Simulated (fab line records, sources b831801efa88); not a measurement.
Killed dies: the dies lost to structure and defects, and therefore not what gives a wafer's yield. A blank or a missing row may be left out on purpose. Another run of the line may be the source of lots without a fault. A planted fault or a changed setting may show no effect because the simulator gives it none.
Comparing a struck lot with a sound one	flow sky130	14 out of 708 route steps
Sound: wafers L114.1, L114.2, L114.6. Struck: wafers L116.2, L116.3, L116.6. The cause is named last.
Order at every step that has rows: each side's tool, ch and its chambers, its first start. Under that, the readings that differ: sound wafers	struck wafers	difference of the means	sigmas: that difference in standard deviations of wafers without a fault.
alike: readings whose means differ by less than 2 such deviations, and words and numbers that are the same on both sides. not compared: withheld readings, readings that some wafer has no value for, bounds like >300 that may hide the same value, and numbers for which the record gives no deviation and whose values overlap.
A row with sigmas, a row that says differs or no value, or rows on one side alone: a step with any of these is where the two part. Numbers that have no deviation but don't overlap get no sigmas and don't part them. A reading missing from all wafers of one side parts the sides only when that side holds two or more wafers.

first, 5 steps without rows for these wafers: SKY_FIELD_ISO_WET_ETCH_18 (etches Si3N4 in H3PO4, target depth 25 nm, time 286 s); SKY_FIELD_ISO_CLEAN_19 (cleans in SC1/SC2, time 150 s); SKY_FIELD_ISO_CLEAN_20 (cleans in dHF, time 20 s); SKY_FIELD_ISO_WET_ETCH_21 (etches SiO2 in dHF, target depth 20 nm, time 400 s); SKY_FIELD_ISO_OXIDATION_22 (stabilise 600 s, purge 300 s, target thk 10 nm).
SKY_FIELD_ISO_THK_MEAS_23:
  struck on film metro-01, day 5 01:31; sound on film metro-01, day 5 01:27
  alike: FIELD_ISO_OXIDATION_01_THK
then, 1 step without rows for these wafers: SKY_FIELD_ISO_CVD_24 (deposits SiO2, target thk 595 nm, time 99.2 s).
SKY_FIELD_ISO_THK_MEAS_25:
  struck on film metro-02, day 5 01:40; sound on film metro-04, day 5 01:35
  alike: FIELD_ISO_CVD_24_THK
then, 1 step without rows for these wafers: SKY_FIELD_ISO_ANNEAL_26 (time 1800 s).
SKY_FIELD_ISO_CMP_27: polishes, stops on Si3N4, t overpolish 16 s, target thk 457.8 nm.
  sound on cmp-01 ch 0,1,2, day 5 03:08; struck on cmp-02 ch 0,3, day 5 03:55
reading	sound	struck	difference	sigmas
slurry flow ml min	149.6 150.0 150.1	150.0 151.3 151.5	+1.0	+2
  alike: edge zone pressure frac, motor current A, overpolish run s, time to endpoint s
then, 2 steps without rows for these wafers: SKY_FIELD_ISO_WET_ETCH_28 (etches SiO2 in dHF, target depth 23.7 nm, time 47 s); SKY_FIELD_ISO_WET_ETCH_29 (etches Si3N4 in H3PO4, target depth 160 nm, time 1825 s).
SKY_FIELD_ISO_WET_ETCH_30: etches SiO2 in dHF, target depth 25 nm, time 50 s.
  sound on wet bench-02 ch 2, day 5 03:59; struck on wet bench-03 ch 0, day 5 04:45
  no value came back on the struck wafers for bath heat duty pct (%), run length s (s); on the sound wafers bath heat duty pct (%) reads 8.0 6.9 7.6
reading	sound	struck	difference	sigmas
model.SiO2_of_FIELD_ISO_CVD_24.thk nm (nm)	403.6 404.5 404.1	434.4 432.6 432.9	+29.2	
model.SiO2_of_FIELD_ISO_OXIDATION_01.thk nm (nm)	0 0 0	11.58 11.35 11.47	+11.47	
SKY_PAD_OPEN_PROBE_99:
  the record holds rows for the sound wafers here (prober-01, day 48 10:16) but none for the struck ones

== WHERE THEY PART ==
First at SKY_FIELD_ISO_CMP_27; last, within this record, at SKY_PAD_OPEN_PROBE_99.

WHY: the cause the simulator had injected
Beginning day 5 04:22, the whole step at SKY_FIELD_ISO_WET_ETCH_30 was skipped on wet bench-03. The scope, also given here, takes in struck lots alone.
